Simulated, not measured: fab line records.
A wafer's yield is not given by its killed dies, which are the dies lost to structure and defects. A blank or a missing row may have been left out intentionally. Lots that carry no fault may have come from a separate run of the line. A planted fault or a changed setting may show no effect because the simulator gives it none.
One fault through the eyes of 2 desks | flow gf180mcu | numbers are kept per desk, each desk with only its own; the story behind them comes last

== TOOL OWNER'S DESK, implanter-02 ==
GF_HV_LDD_IMPLANT_21, tool's own readings: per-lot mean of the sampled wafers with a number, covering each lot this tool ran. If a lot's mean is further than 4 standard deviations from the usual mean, the lot is out of limits and carries the mark OUT (the distance appears in the brackets).
Columns: A = beam energy keV at GF_HV_LDD_IMPLANT_21, usual 25.000; B = beam on s at GF_HV_LDD_IMPLANT_21, usual 9.98 s; C = dose ions cm2 at GF_HV_LDD_IMPLANT_21, usual 5.002e+13; D = faraday current uA at GF_HV_LDD_IMPLANT_21, usual 282
lot  | first seen here | A      | B               | C                           | D
L301 | day 10 19:10    | 25.003 | 10.04           | 5.009e+13                   | 281
L304 | day 11 16:20    | 24.992 | 9.84            | 5.002e+13                   | 286
L305 | day 11 22:44    | 25.010 | 25.75 (+83) OUT | 2.940e+14 (+99 or more) OUT | 646 (+67) OUT
L306 | day 12 06:52    | 24.999 | 25.37 (+81) OUT | 2.940e+14 (+99 or more) OUT | 654 (+69) OUT
L316 | day 15 19:56    | 24.999 | 9.84            | 5.001e+13                   | 286
L322 | day 17 19:05    | 25.000 | 9.89            | 5.009e+13                   | 284
L323 | day 18 00:05    | 25.006 | 10.06           | 5.004e+13                   | 279
L324 | day 18 05:25    | 25.002 | 10.11           | 4.999e+13                   | 278
This desk finds L305, L306 out of limits, L305 being first, at day 11 22:44 (beam on s at GF_HV_LDD_IMPLANT_21). Within limits: L301, L304, L316, L322, L323, L324.

== THE METROLOGY DESK ==
Means of the sampled wafers that have a number, per lot and without regard to the tool the lot ran on: this is what the gauges read. If a lot's mean is further than 4 standard deviations from the usual mean, the lot is out of limits and carries the mark OUT (the distance appears in the brackets).
Columns: A = HV_LDD_2_TW at GF_HV_LDD_TW_MEAS_23, usual 1049; B = MIM_ALCU_RS at GF_MIM_RS_MEAS_10, usual 0.1606 ohm/sq
lot  | first seen here | A                      | B
L301 | day 10 19:25    | 1059                   | 0.1644
L304 | day 11 16:34    | 1049                   | 0.1632
L305 | day 11 22:58    | 1814 (+99 or more) OUT | 0.1573
L306 | day 12 07:07    | 1819 (+99 or more) OUT | 0.1596
L314 | day 15 05:02    | 1050                   | 0.1620
L315 | day 15 10:36    | 1059                   | 0.1591
L316 | day 15 20:14    | 1049                   | 0.1612
L317 | day 16 05:25    | 1051                   | 0.1621
L320 | day 17 06:28    | 1043                   | 0.1598
L322 | day 17 19:20    | 1046                   | 0.1591
L323 | day 18 00:19    | 1046                   | 0.1624
L324 | day 18 05:40    | 1049                   | 0.1631
This desk's finding: out of limits on L305, L306; first on L305, day 11 22:58 (HV_LDD_2_TW at GF_HV_LDD_TW_MEAS_23). Within limits: L301, L304, L314, L315, L316, L317, L320, L322, L323, L324.

== TAKEN TOGETHER ==
At day 11 22:44, on L305, L306, the tool owner's desk was in a position to raise an alarm.
At day 11 22:58 the metrology desk could have sounded an alarm, on L305, L306.
Of the lots named, all ran GF_HV_LDD_IMPLANT_21 on implanter-02.

== WHAT THE SIMULATOR HAD INSERTED ==
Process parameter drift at GF_HV_LDD_IMPLANT_21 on implanter-02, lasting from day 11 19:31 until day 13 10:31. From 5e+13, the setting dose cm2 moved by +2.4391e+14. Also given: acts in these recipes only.
Lots struck among those shown: L305, L306.
Counting hours from when the fault started, the first reading out of limits came at 3 for the tool owner's desk and at 3 for the metrology desk.
